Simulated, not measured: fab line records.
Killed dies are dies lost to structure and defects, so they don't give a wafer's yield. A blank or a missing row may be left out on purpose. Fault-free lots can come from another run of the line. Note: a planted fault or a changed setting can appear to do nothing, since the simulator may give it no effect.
Chamber matching	flow gf180mcu	cmp-02 running GF_V1_CMP_26: 4 sister chambers
The step polishes, stops on SiO2, t overpolish 15 s, target thk 0 nm. 7 wafers are shown with their chamber, then 8 later ones without.

WAFERS, EACH WITH ITS CHAMBER
wafer	chamber	motor_current_A (A)	time_to_endpoint_s (s)
L185.3	2	11.1	84.0
L187.4	1	14.5	83.2
L189.6	0	9.9	86.9
L197.1	0	10.0	84.7
L197.2	3	12.6	85.6
L197.3	2	11.3	86.4
L198.2	3	12.8	86.4

WAFERS MISSING THEIR CHAMBER
wafer	motor_current_A (A)	time_to_endpoint_s (s)
L198.4	10.5	84.4
L198.5	12.2	85.7
L201.2	12.7	87.0
L201.4	9.8	89.5
L201.5	12.1	91.5
L203.1	12.7	83.5
L203.3	14.5	85.7
L203.6	11.0	84.4

CHAMBER TAKEN BY EACH
wafer	from the rows above	in truth
L198.4	can't be placed: 0 or 2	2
L198.5	3	3
L201.2	3	3
L201.4	0	0
L201.5	3	3
L203.1	3	3
L203.3	1	1
L203.6	2	2
Correct placement for 7 of the 8. From these rows, 1 cannot be placed; in 1 the true chamber is one of the candidates. Number placed wrongly: 0.
How it was worked out, from the rows above alone: a wafer's distance from a chamber is the root of the sum, over the readings, of the square of ((its reading less the chamber's mean) divided by the reading's scatter). The wafer belongs to the nearest chamber; if the next one is less than 2 further off, it can't be placed. Each chamber's mean is taken over the wafers shown for it. The scatter is the square root of a quotient: the sum, over the shown wafers, of each reading's squared deviation from its chamber's mean, divided by wafers minus chambers.
